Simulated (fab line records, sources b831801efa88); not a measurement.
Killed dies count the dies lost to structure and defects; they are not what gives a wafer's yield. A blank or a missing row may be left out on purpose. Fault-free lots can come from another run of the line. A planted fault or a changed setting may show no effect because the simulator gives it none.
fab line records :: flow gf180mcu
record
  lots=6
  wafers=18
  last-day=34
route steps=602 shown V2@386
lots with no fault: from the same line, run without faults
start-h: start of the lot's first displayed wafer, in hours after the record's first day :: wait-h: hours since the lot's step before :: " identical to the entry in the row above :: L1.1+2: a single row standing in for several wafers :: - no value present, or no start provided :: * or withheld: withheld :: < > ~ a bound
route shown NAME@n: names a module that has steps shown in the file, with the first one's number in the route :: usual: average and standard deviation across the fault-free wafers :: same: alike in all rows :: chamber/n: place in a boat :: sites: readings site by site :: _std_site: how widely they spread, as a standard deviation :: _edge_site: inner sites' mean taken away from outer sites' mean :: radius-mm: for every site, how far away it sits from the centre of the wafer :: mask NAME#n: copy n :: behind: the tool/chamber that last shaped the wafer :: hold: reason for holding the lot/hours on hold/outcome of the hold :: device: which transistor (n, p or np) failed to switch :: end of line: the same wafers' tests at the end of the route :: for a step that has no rows: nothing shown but its recipe :: killed: at the first sort, the dies lost to defects and structure; wafer yield is something else :: map: the dies of a wafer, with x for killed, . for not killed, _ for no die there
set.NAME: the setting that was run; set.NAME@STEP: the one run at that earlier step :: model.NAME: the simulator's own value behind a step, which no gauge read
certain route steps with their lots: each step a table, each wafer a row
services: from which hour (start-h, from the record's first day; less than 0 if before it) a tool's chamber was out of use, for how many hours, and why
## steps
# step GF_V2_CMP_04
# recipe
  material=SiO2
  down-force-psi=4
  platen-rpm=60
  pad-velocity-m-s=0.94248
# usual
  motor-current-A=12.2/1.6
  time-to-endpoint-s=81/5.9
lot.wafer: L101.3
tool: cmp-01
chamber: 3
start-h: 505.53
wait-h: 0.1
motor-current-A: 12.5
time-to-endpoint-s: 81

lot.wafer: L101.4
tool: cmp-01
chamber: 1
start-h: 505.53
wait-h: 0.1
motor-current-A: 13.1
time-to-endpoint-s: 79

lot.wafer: L101.5
tool: cmp-01
chamber: 2
start-h: 505.53
wait-h: 0.1
motor-current-A: 13.1
time-to-endpoint-s: 79

lot.wafer: L103.3
tool: cmp-02
chamber: 0
start-h: 526.14
wait-h: 0.1
motor-current-A: 13.7
time-to-endpoint-s: 82

lot.wafer: L103.6
tool: cmp-02
chamber: 2
start-h: 526.14
wait-h: 0.1
motor-current-A: 11.4
time-to-endpoint-s: 90

lot.wafer: L103.5
tool: cmp-02
chamber: 3
start-h: 526.14
wait-h: 0.1
motor-current-A: 9.3
time-to-endpoint-s: 79

lot.wafer: L104.4
tool: cmp-01
chamber: 2
start-h: 529.12
wait-h: 0.1
motor-current-A: 13.3
time-to-endpoint-s: 80

lot.wafer: L104.3
tool: cmp-01
chamber: 3
start-h: 529.12
wait-h: 0.1
motor-current-A: 12.2
time-to-endpoint-s: 81

lot.wafer: L104.6
tool: cmp-01
chamber: 1
start-h: 529.12
wait-h: 0.1
motor-current-A: 13.2
time-to-endpoint-s: 80

lot.wafer: L107.1
tool: cmp-01
chamber: 0
start-h: 559.22
wait-h: 0.1
motor-current-A: 11.6
time-to-endpoint-s: 77

lot.wafer: L107.3
tool: cmp-01
chamber: 2
start-h: 559.22
wait-h: 0.1
motor-current-A: 12.2
time-to-endpoint-s: 82

lot.wafer: L107.6
tool: cmp-01
chamber: 1
start-h: 559.22
wait-h: 0.1
motor-current-A: 13.6
time-to-endpoint-s: 79

lot.wafer: L116.3
tool: cmp-02
chamber: 3
start-h: 622.78
wait-h: 0.0
motor-current-A: 9.3
time-to-endpoint-s: 79

lot.wafer: L116.1
tool: cmp-02
chamber: 0
start-h: 622.78
wait-h: 0.0
motor-current-A: 15.0
time-to-endpoint-s: 82

lot.wafer: L116.4
tool: cmp-02
chamber: 2
start-h: 622.78
wait-h: 0.0
motor-current-A: 11.1
time-to-endpoint-s: 92

lot.wafer: L117.4
tool: cmp-02
chamber: 2
start-h: 633.92
wait-h: 0.1
motor-current-A: 11.2
time-to-endpoint-s: 93

lot.wafer: L117.2
tool: cmp-02
chamber: 3
start-h: 633.92
wait-h: 0.1
motor-current-A: 9.3
time-to-endpoint-s: 74

lot.wafer: L117.6
tool: cmp-02
chamber: 2
start-h: 633.92
wait-h: 0.1
motor-current-A: 10.7
time-to-endpoint-s: 93
# step GF_V2_BOW_MEAS_05
# recipe
  mode=bow
# usual
  V2_BOW=102/8.1
lot.wafer: L101.3
tool: film-metro-03
chamber: -
start-h: 505.82
wait-h: 0.2
V2_BOW[um]: 97

lot.wafer: L101.4
tool: film-metro-03
chamber: -
start-h: 505.82
wait-h: 0.2
V2_BOW[um]: 94

lot.wafer: L101.5
tool: film-metro-03
chamber: -
start-h: 505.82
wait-h: 0.2
V2_BOW[um]: 100

lot.wafer: L103.3
tool: film-metro-01
chamber: -
start-h: 526.38
wait-h: 0.2
V2_BOW[um]: 108

lot.wafer: L103.5
tool: film-metro-01
chamber: -
start-h: 526.38
wait-h: 0.2
V2_BOW[um]: 97

lot.wafer: L103.6
tool: film-metro-01
chamber: -
start-h: 526.38
wait-h: 0.2
V2_BOW[um]: 101

lot.wafer: L104.3
tool: film-metro-04
chamber: -
start-h: 529.36
wait-h: 0.1
V2_BOW[um]: 115

lot.wafer: L104.4
tool: film-metro-04
chamber: -
start-h: 529.36
wait-h: 0.1
V2_BOW[um]: 117

lot.wafer: L104.6
tool: film-metro-04
chamber: -
start-h: 529.36
wait-h: 0.1
V2_BOW[um]: 114

lot.wafer: L107.1
tool: film-metro-01
chamber: -
start-h: 559.52
wait-h: 0.2
V2_BOW[um]: 96

lot.wafer: L107.3
tool: film-metro-01
chamber: -
start-h: 559.52
wait-h: 0.2
V2_BOW[um]: 90

lot.wafer: L107.6
tool: film-metro-01
chamber: -
start-h: 559.52
wait-h: 0.2
V2_BOW[um]: 95

lot.wafer: L116.1
tool: film-metro-03
chamber: -
start-h: 623.08
wait-h: 0.2
V2_BOW[um]: 89

lot.wafer: L116.3
tool: film-metro-03
chamber: -
start-h: 623.08
wait-h: 0.2
V2_BOW[um]: 86

lot.wafer: L116.4
tool: film-metro-03
chamber: -
start-h: 623.08
wait-h: 0.2
V2_BOW[um]: 103

lot.wafer: L117.2
tool: film-metro-04
chamber: -
start-h: 634.19
wait-h: 0.2
V2_BOW[um]: 118

lot.wafer: L117.4
tool: film-metro-04
chamber: -
start-h: 634.19
wait-h: 0.2
V2_BOW[um]: 102

lot.wafer: L117.6
tool: film-metro-04
chamber: -
start-h: 634.19
wait-h: 0.2
V2_BOW[um]: 117
# step GF_V2_DEHYDRATE_06
# recipe
  temp-c=200
  time-s=60
# step GF_V2_HMDS_07
# recipe
  prime-time-s=60
  prime-temp-c=120
# step GF_V2_COAT_08
# recipe
  resist=BARC
  temp-c=withheld
  time-s=withheld
  spin-rpm=withheld
  resist-thk-nm=withheld
# step GF_V2_COAT_09
# recipe
  resist=KrF
  spin-rpm=withheld
  resist-thk-nm=1000
# step GF_V2_SOFTBAKE_10
# recipe
  temp-c=130
  time-s=60
  resist=KrF
# step GF_V2_EXPOSE_11
# recipe
  mask-id=Via2
  target-cd-nm=260
  na=0.68
  source-shape=conventional
  sigma-outer=0.6
  dose-mj=38
# step GF_V2_PEB_12
# recipe
  peb-temp-c=136.2
  peb-time-s=90
  resist=KrF
# step GF_V2_DEVELOP_13
# recipe
  develop-time-s=60
  resist=KrF
  dev-temp-c=21
# step GF_V2_CD_MEAS_14
# recipe
  target-cd-nm=260
# usual
  cd-nm=259.9/0.9
lot.wafer: L101.3
tool: cd-sem-02
chamber: -
start-h: 529.57
wait-h: 0.1
cd-nm: 258.5

lot.wafer: L101.4
tool: cd-sem-02
chamber: -
start-h: 529.57
wait-h: 0.1
cd-nm: 258.2

lot.wafer: L101.5
tool: cd-sem-02
chamber: -
start-h: 529.57
wait-h: 0.1
cd-nm: 258.7

lot.wafer: L103.3
tool: cd-sem-01
chamber: -
start-h: 549.09
wait-h: 0.1
cd-nm: 260.8

lot.wafer: L103.5
tool: cd-sem-01
chamber: -
start-h: 549.09
wait-h: 0.1
cd-nm: 259.7

lot.wafer: L103.6
tool: cd-sem-01
chamber: -
start-h: 549.09
wait-h: 0.1
cd-nm: 259.4

lot.wafer: L104.3
tool: cd-sem-01
chamber: -
start-h: 551.56
wait-h: 0.1
cd-nm: 259.6

lot.wafer: L104.4
tool: cd-sem-01
chamber: -
start-h: 551.56
wait-h: 0.1
cd-nm: 260.5

lot.wafer: L104.6
tool: cd-sem-01
chamber: -
start-h: 551.56
wait-h: 0.1
cd-nm: 259.5

lot.wafer: L107.1
tool: cd-sem-02
chamber: -
start-h: 581.38
wait-h: 0.1
cd-nm: 259.3

lot.wafer: L107.3
tool: cd-sem-02
chamber: -
start-h: 581.38
wait-h: 0.1
cd-nm: 259.1

lot.wafer: L107.6
tool: cd-sem-02
chamber: -
start-h: 581.38
wait-h: 0.1
cd-nm: 259.7

lot.wafer: L116.1
tool: cd-sem-02
chamber: -
start-h: 643.02
wait-h: 0.1
cd-nm: 260.3

lot.wafer: L116.3
tool: cd-sem-02
chamber: -
start-h: 643.02
wait-h: 0.1
cd-nm: 260.6

lot.wafer: L116.4
tool: cd-sem-02
chamber: -
start-h: 643.02
wait-h: 0.1
cd-nm: 260.0

lot.wafer: L117.2
tool: cd-sem-01
chamber: -
start-h: 654.45
wait-h: 0.2
cd-nm: 259.9

lot.wafer: L117.4
tool: cd-sem-01
chamber: -
start-h: 654.45
wait-h: 0.2
cd-nm: 258.9

lot.wafer: L117.6
tool: cd-sem-01
chamber: -
start-h: 654.45
wait-h: 0.2
cd-nm: 258.6
# step GF_V2_OVL_MEAS_15
# usual
  V2_OVL=-2/4.9
lot.wafer: L101.3
tool: overlay-01
chamber: -
start-h: 529.67
wait-h: 0.1
V2_OVL[nm]: -5

lot.wafer: L101.4
tool: overlay-01
chamber: -
start-h: 529.67
wait-h: 0.1
V2_OVL[nm]: -1

lot.wafer: L101.5
tool: overlay-01
chamber: -
start-h: 529.67
wait-h: 0.1
V2_OVL[nm]: -4

lot.wafer: L103.3
tool: overlay-01
chamber: -
start-h: 549.18
wait-h: 0.1
V2_OVL[nm]: -3

lot.wafer: L103.5
tool: overlay-01
chamber: -
start-h: 549.18
wait-h: 0.1
V2_OVL[nm]: 0

lot.wafer: L103.6
tool: overlay-01
chamber: -
start-h: 549.18
wait-h: 0.1
V2_OVL[nm]: 6

lot.wafer: L104.3
tool: overlay-01
chamber: -
start-h: 551.66
wait-h: 0.1
V2_OVL[nm]: 1

lot.wafer: L104.4
tool: overlay-01
chamber: -
start-h: 551.66
wait-h: 0.1
V2_OVL[nm]: 1

lot.wafer: L104.6
tool: overlay-01
chamber: -
start-h: 551.66
wait-h: 0.1
V2_OVL[nm]: 3

lot.wafer: L107.1
tool: overlay-02
chamber: -
start-h: 581.50
wait-h: 0.1
V2_OVL[nm]: 3

lot.wafer: L107.3
tool: overlay-02
chamber: -
start-h: 581.50
wait-h: 0.1
V2_OVL[nm]: 2

lot.wafer: L107.6
tool: overlay-02
chamber: -
start-h: 581.50
wait-h: 0.1
V2_OVL[nm]: 1

lot.wafer: L116.1
tool: overlay-02
chamber: -
start-h: 643.14
wait-h: 0.1
V2_OVL[nm]: -12

lot.wafer: L116.3
tool: overlay-02
chamber: -
start-h: 643.14
wait-h: 0.1
V2_OVL[nm]: -9

lot.wafer: L116.4
tool: overlay-02
chamber: -
start-h: 643.14
wait-h: 0.1
V2_OVL[nm]: -13

lot.wafer: L117.2
tool: overlay-01
chamber: -
start-h: 654.55
wait-h: 0.1
V2_OVL[nm]: -8

lot.wafer: L117.4
tool: overlay-01
chamber: -
start-h: 654.55
wait-h: 0.1
V2_OVL[nm]: -4

lot.wafer: L117.6
tool: overlay-01
chamber: -
start-h: 654.55
wait-h: 0.1
V2_OVL[nm]: 0
# step GF_V2_ETCH_16
# recipe
  chemistry=N2/H2
  target-depth-a=withheld
  overetch-a=withheld
  time-s=withheld
  target=BARC
  ion-energy-ev=200
  source-w=500
  bias-w=100
  pressure-mtorr=30
  n2-flow-sccm=100
  h2-flow-sccm=200
# usual
  bias-w=100.02/0.27
  chamber-pressure-mTorr=29.998/0.025
  drypump-motor-current-A=5.7/0.44
  h2-flow-sccm=200.0/0.58
  oes-product-au=0.855/0.0043
  throttle-valve-pct=13.225/0.0087
lot.wafer: L101.3
tool: rie-diel-03
chamber: 0
start-h: 529.69
wait-h: 0.0
bias-w: 100.28
chamber-pressure-mTorr: 30.029
drypump-motor-current-A: 5.5
h2-flow-sccm: 198.8
oes-product-au: 0.852
throttle-valve-pct: 13.215

lot.wafer: L101.4
tool: rie-diel-03
chamber: 3
start-h: 529.69
wait-h: 0.0
bias-w: 100.29
chamber-pressure-mTorr: 29.961
drypump-motor-current-A: 5.5
h2-flow-sccm: 200.1
oes-product-au: 0.846
throttle-valve-pct: 13.220

lot.wafer: L101.5
tool: rie-diel-03
chamber: 2
start-h: 529.69
wait-h: 0.0
bias-w: 100.34
chamber-pressure-mTorr: 30.019
drypump-motor-current-A: 5.4
h2-flow-sccm: 200.4
oes-product-au: 0.862
throttle-valve-pct: 13.230

lot.wafer: L103.3
tool: rie-diel-03
chamber: 1
start-h: 549.21
wait-h: 0.0
bias-w: -
chamber-pressure-mTorr: -
drypump-motor-current-A: -
h2-flow-sccm: -
oes-product-au: -
throttle-valve-pct: -

lot.wafer: L103.5
tool: rie-diel-03
chamber: 3
start-h: 549.21
wait-h: 0.0
bias-w: -
chamber-pressure-mTorr: -
drypump-motor-current-A: -
h2-flow-sccm: -
oes-product-au: -
throttle-valve-pct: -

lot.wafer: L103.6
tool: rie-diel-03
chamber: 0
start-h: 549.21
wait-h: 0.0
bias-w: -
chamber-pressure-mTorr: -
drypump-motor-current-A: -
h2-flow-sccm: -
oes-product-au: -
throttle-valve-pct: -

lot.wafer: L104.3
tool: rie-diel-03
chamber: 3
start-h: 551.68
wait-h: 0.0
bias-w: -
chamber-pressure-mTorr: -
drypump-motor-current-A: -
h2-flow-sccm: -
oes-product-au: -
throttle-valve-pct: -

lot.wafer: L104.4
tool: rie-diel-03
chamber: 2
start-h: 551.68
wait-h: 0.0
bias-w: -
chamber-pressure-mTorr: -
drypump-motor-current-A: -
h2-flow-sccm: -
oes-product-au: -
throttle-valve-pct: -

lot.wafer: L104.6
tool: rie-diel-03
chamber: 3
start-h: 551.68
wait-h: 0.0
bias-w: -
chamber-pressure-mTorr: -
drypump-motor-current-A: -
h2-flow-sccm: -
oes-product-au: -
throttle-valve-pct: -

lot.wafer: L107.1
tool: rie-diel-01
chamber: 2
start-h: 581.54
wait-h: 0.0
bias-w: 100.32
chamber-pressure-mTorr: 30.001
drypump-motor-current-A: 5.7
h2-flow-sccm: 201.6
oes-product-au: 0.855
throttle-valve-pct: 13.229

lot.wafer: L107.3
tool: rie-diel-01
chamber: 1
start-h: 581.54
wait-h: 0.0
bias-w: 100.03
chamber-pressure-mTorr: 29.956
drypump-motor-current-A: 5.5
h2-flow-sccm: 200.0
oes-product-au: 0.855
throttle-valve-pct: 13.218

lot.wafer: L107.6
tool: rie-diel-01
chamber: 1
start-h: 581.54
wait-h: 0.0
bias-w: 99.66
chamber-pressure-mTorr: 30.022
drypump-motor-current-A: 5.4
h2-flow-sccm: 200.3
oes-product-au: 0.850
throttle-valve-pct: 13.219

lot.wafer: L116.1
tool: rie-diel-01
chamber: 2
start-h: 643.18
wait-h: 0.0
bias-w: 99.95
chamber-pressure-mTorr: 30.021
drypump-motor-current-A: 5.6
h2-flow-sccm: 200.1
oes-product-au: 0.859
throttle-valve-pct: 13.236

lot.wafer: L116.3
tool: rie-diel-01
chamber: 1
start-h: 643.18
wait-h: 0.0
bias-w: 99.79
chamber-pressure-mTorr: 29.968
drypump-motor-current-A: 5.4
h2-flow-sccm: 199.7
oes-product-au: 0.857
throttle-valve-pct: 13.216

lot.wafer: L116.4
tool: rie-diel-01
chamber: 3
start-h: 643.18
wait-h: 0.0
bias-w: 99.79
chamber-pressure-mTorr: 29.996
drypump-motor-current-A: 5.2
h2-flow-sccm: 200.2
oes-product-au: 0.854
throttle-valve-pct: 13.204

lot.wafer: L117.2
tool: rie-diel-03
chamber: 0
start-h: 654.58
wait-h: 0.0
bias-w: 99.97
chamber-pressure-mTorr: 30.008
drypump-motor-current-A: 5.5
h2-flow-sccm: 199.6
oes-product-au: 0.852
throttle-valve-pct: 13.228

lot.wafer: L117.4
tool: rie-diel-03
chamber: 2
start-h: 654.58
wait-h: 0.0
bias-w: 100.07
chamber-pressure-mTorr: 30.001
drypump-motor-current-A: 5.4
h2-flow-sccm: 200.1
oes-product-au: 0.849
throttle-valve-pct: 13.213

lot.wafer: L117.6
tool: rie-diel-03
chamber: 0
start-h: 654.58
wait-h: 0.0
bias-w: 100.00
chamber-pressure-mTorr: 29.946
drypump-motor-current-A: 5.5
h2-flow-sccm: 200.4
oes-product-au: 0.858
throttle-valve-pct: 13.225
# step GF_V2_ETCH_17
# recipe
  chemistry=C4F8/O2/Ar
  mask-material=KrF
  target=SiO2
  stop-on=TiN
  source-w=1500
  bias-w=1200
  pressure-mtorr=40
  c4f8-flow-sccm=withheld
  O2_flow_sccm=6
  Ar_flow_sccm=300
  time-s=withheld
  target-depth-a=6300
# usual
  bias-w=1200/3.4
  chamber-pressure-mTorr=40.01/0.036
  oes-product-au=0.856/0.0043
lot.wafer: L101.3
tool: rie-diel-03
chamber: 0
start-h: -
wait-h: -
bias-w: 1198
chamber-pressure-mTorr: 40.04
oes-product-au: 0.858

lot.wafer: L101.4
tool: rie-diel-03
chamber: 3
start-h: -
wait-h: -
bias-w: 1205
chamber-pressure-mTorr: 39.99
oes-product-au: 0.852

lot.wafer: L101.5
tool: rie-diel-03
chamber: 2
start-h: -
wait-h: -
bias-w: 1206
chamber-pressure-mTorr: 39.96
oes-product-au: 0.855

lot.wafer: L103.3
tool: rie-diel-03
chamber: 1
start-h: -
wait-h: -
bias-w: 1198
chamber-pressure-mTorr: 40.09
oes-product-au: 0.379

lot.wafer: L103.5
tool: rie-diel-03
chamber: 3
start-h: -
wait-h: -
bias-w: 1200
chamber-pressure-mTorr: 40.08
oes-product-au: 0.382

lot.wafer: L103.6
tool: rie-diel-03
chamber: 0
start-h: -
wait-h: -
bias-w: 1199
chamber-pressure-mTorr: 39.99
oes-product-au: 0.369

lot.wafer: L104.3
tool: rie-diel-03
chamber: 3
start-h: -
wait-h: -
bias-w: 1203
chamber-pressure-mTorr: 40.03
oes-product-au: 0.382

lot.wafer: L104.4
tool: rie-diel-03
chamber: 2
start-h: -
wait-h: -
bias-w: 1196
chamber-pressure-mTorr: 39.99
oes-product-au: 0.381

lot.wafer: L104.6
tool: rie-diel-03
chamber: 3
start-h: -
wait-h: -
bias-w: 1198
chamber-pressure-mTorr: 40.02
oes-product-au: 0.377

lot.wafer: L107.1
tool: rie-diel-01
chamber: 2
start-h: -
wait-h: -
bias-w: 1202
chamber-pressure-mTorr: 40.01
oes-product-au: 0.851

lot.wafer: L107.3
tool: rie-diel-01
chamber: 1
start-h: -
wait-h: -
bias-w: 1205
chamber-pressure-mTorr: 40.03
oes-product-au: 0.862

lot.wafer: L107.6
tool: rie-diel-01
chamber: 1
start-h: -
wait-h: -
bias-w: 1201
chamber-pressure-mTorr: 40.15
oes-product-au: 0.858

lot.wafer: L116.1
tool: rie-diel-01
chamber: 2
start-h: -
wait-h: -
bias-w: 1198
chamber-pressure-mTorr: 39.97
oes-product-au: 0.854

lot.wafer: L116.3
tool: rie-diel-01
chamber: 1
start-h: -
wait-h: -
bias-w: 1202
chamber-pressure-mTorr: 40.01
oes-product-au: 0.855

lot.wafer: L116.4
tool: rie-diel-01
chamber: 3
start-h: -
wait-h: -
bias-w: 1203
chamber-pressure-mTorr: 40.00
oes-product-au: 0.858

lot.wafer: L117.2
tool: rie-diel-03
chamber: 0
start-h: -
wait-h: -
bias-w: 1197
chamber-pressure-mTorr: 39.96
oes-product-au: 0.862

lot.wafer: L117.4
tool: rie-diel-03
chamber: 2
start-h: -
wait-h: -
bias-w: 1204
chamber-pressure-mTorr: 40.06
oes-product-au: 0.854

lot.wafer: L117.6
tool: rie-diel-03
chamber: 0
start-h: -
wait-h: -
bias-w: 1198
chamber-pressure-mTorr: 40.04
oes-product-au: 0.862
# step GF_V2_STRIP_18
# recipe
  chemistry=O2/N2
  power-w=1400
  pressure-mtorr=1500
  platen-temp-c=250
  o2-flow-sccm=3000
  n2-flow-sccm=300
  overash-fraction=0.5
# usual
  drypump-motor-current-A=5.6/0.42
  heater-power-w=334/44
  oes-product-au=0.593/0.0048
lot.wafer: L101.3
tool: plasma-asher-01
chamber: 1
start-h: 529.85
wait-h: -
drypump-motor-current-A: 5.2
heater-power-w: 396
oes-product-au: 0.594
rf-hours-counter-h: -

lot.wafer: L101.4
tool: plasma-asher-01
chamber: 0
start-h: 529.85
wait-h: -
drypump-motor-current-A: 5.4
heater-power-w: 350
oes-product-au: 0.596
rf-hours-counter-h: -

lot.wafer: L101.5
tool: plasma-asher-01
chamber: 1
start-h: 529.85
wait-h: -
drypump-motor-current-A: 5.2
heater-power-w: 392
oes-product-au: 0.599
rf-hours-counter-h: -

lot.wafer: L103.3
tool: plasma-asher-04
chamber: 1
start-h: 549.37
wait-h: -
drypump-motor-current-A: 6.1
heater-power-w: 331
oes-product-au: 0.610
rf-hours-counter-h: -

lot.wafer: L103.5
tool: plasma-asher-04
chamber: 0
start-h: 549.37
wait-h: -
drypump-motor-current-A: 5.2
heater-power-w: 271
oes-product-au: 0.607
rf-hours-counter-h: -

lot.wafer: L103.6
tool: plasma-asher-04
chamber: 1
start-h: 549.37
wait-h: -
drypump-motor-current-A: 6.1
heater-power-w: 322
oes-product-au: 0.607
rf-hours-counter-h: -

lot.wafer: L104.3
tool: plasma-asher-04
chamber: 1
start-h: 551.84
wait-h: -
drypump-motor-current-A: 6.1
heater-power-w: 329
oes-product-au: 0.619
rf-hours-counter-h: -

lot.wafer: L104.4
tool: plasma-asher-04
chamber: 0
start-h: 551.84
wait-h: -
drypump-motor-current-A: 5.2
heater-power-w: 268
oes-product-au: 0.614
rf-hours-counter-h: -

lot.wafer: L104.6
tool: plasma-asher-04
chamber: 1
start-h: 551.84
wait-h: -
drypump-motor-current-A: 6.1
heater-power-w: 336
oes-product-au: 0.615
rf-hours-counter-h: -

lot.wafer: L107.1
tool: plasma-asher-01
chamber: 0
start-h: 581.67
wait-h: -
drypump-motor-current-A: 5.5
heater-power-w: 346
oes-product-au: 0.581
rf-hours-counter-h: 17

lot.wafer: L107.3
tool: plasma-asher-01
chamber: 0
start-h: 581.67
wait-h: -
drypump-motor-current-A: 5.5
heater-power-w: 342
oes-product-au: 0.594
rf-hours-counter-h: -

lot.wafer: L107.6
tool: plasma-asher-01
chamber: 1
start-h: 581.67
wait-h: -
drypump-motor-current-A: 5.3
heater-power-w: 395
oes-product-au: 0.594
rf-hours-counter-h: -

lot.wafer: L116.1
tool: plasma-asher-01
chamber: 1
start-h: 643.31
wait-h: -
drypump-motor-current-A: 5.2
heater-power-w: 395
oes-product-au: 0.592
rf-hours-counter-h: 23

lot.wafer: L116.3
tool: plasma-asher-01
chamber: 1
start-h: 643.31
wait-h: -
drypump-motor-current-A: 5.2
heater-power-w: 387
oes-product-au: 0.598
rf-hours-counter-h: -

lot.wafer: L116.4
tool: plasma-asher-01
chamber: 0
start-h: 643.31
wait-h: -
drypump-motor-current-A: 5.5
heater-power-w: 342
oes-product-au: 0.593
rf-hours-counter-h: -

lot.wafer: L117.2
tool: plasma-asher-02
chamber: 1
start-h: 654.71
wait-h: -
drypump-motor-current-A: 5.9
heater-power-w: 351
oes-product-au: 0.598
rf-hours-counter-h: 104

lot.wafer: L117.4
tool: plasma-asher-02
chamber: 1
start-h: 654.71
wait-h: -
drypump-motor-current-A: 5.9
heater-power-w: 346
oes-product-au: 0.591
rf-hours-counter-h: -

lot.wafer: L117.6
tool: plasma-asher-02
chamber: 1
start-h: 654.71
wait-h: -
drypump-motor-current-A: 5.9
heater-power-w: 347
oes-product-au: 0.590
rf-hours-counter-h: -
# step GF_V2_STRIP_19
# recipe
  chemistry=post-etch-residue-remover
  time-s=1200
  temp-c=72.5
## services
tool: rie-diel-01
chamber: -
start-h: 498.53
hours: 2.8
kind: pm

tool: rie-diel-03
chamber: 3
start-h: 511.72
hours: -
kind: clean

tool: rie-diel-03
chamber: 3
start-h: 511.72
hours: 17.8
kind: scheduled-down

tool: rie-diel-03
chamber: 3
start-h: 511.72
hours: 17.8
kind: vent-cycle

tool: cmp-02
chamber: -
start-h: 516.58
hours: 1.9
kind: repair

tool: rie-diel-03
chamber: -
start-h: 533.35
hours: 0.8
kind: repair

tool: cmp-02
chamber: -
start-h: 533.45
hours: 1.0
kind: repair

tool: cmp-01
chamber: -
start-h: 572.00
hours: 4.0
kind: pm

tool: cmp-01
chamber: -
start-h: 576.00
hours: -
kind: consumable-replace:conditioner

tool: cmp-01
chamber: -
start-h: 576.00
hours: -
kind: consumable-replace:pad

tool: rie-diel-03
chamber: 3
start-h: 637.79
hours: 11.9
kind: repair

tool: rie-diel-01
chamber: -
start-h: 646.94
hours: 0.8
kind: repair
## key
first-sign
  step=GF_V2_ETCH_16
  reading=tool-record
  direction=missing
effect
  step=GF_V2_ETCH_17
  reading=oes-product-au
  direction=down
  sigmas=99+
  usual=0.856
  struck=0.378
effect
  step=GF_V2_STRIP_18
  reading=oes-product-au
  direction=up
  sigmas=4
  usual=0.593
  struck=0.612
met-at GF_V2_ETCH_16
struck-wafers L103.3,L103.5,L103.6,L104.3,L104.4,L104.6
later-rows-left-out L103.3,L103.5,L103.6,L104.3,L104.4,L104.6
sort-left-out L103.3,L103.5,L103.6,L104.3,L104.4,L104.6
tester-left-out L104
onset-between 529.69 549.21
earlier-fault
  kind=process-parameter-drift
  tool=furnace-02
  chamber=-
  onset-h=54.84
  steps=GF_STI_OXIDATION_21
  channel=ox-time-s
  offset=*
  shape=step
  end-h=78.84
  acts-in=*
  stated=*
fault
  kind=skipped-step-whole
  tool=rie-diel-03
  chamber=-
  onset-h=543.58
  steps=GF_V2_ETCH_16
  scope=struck-lots-only
# tester-left-out: of these lots the tester's yield and bins aren't shown, on N5 and GAA mostly nor the transistor test; their killed dies are dies lost to structure and defects alone, not to doping, threshold or leakage, so they don't give the yield
# sort-left-out: the simulated sort isn't trusted on such a fault, so these wafers' sort isn't shown, and their yield isn't known
# later-rows-left-out: the simulator's readings of these wafers behind a module that went badly wrong aren't trusted and aren't shown, but for the sort
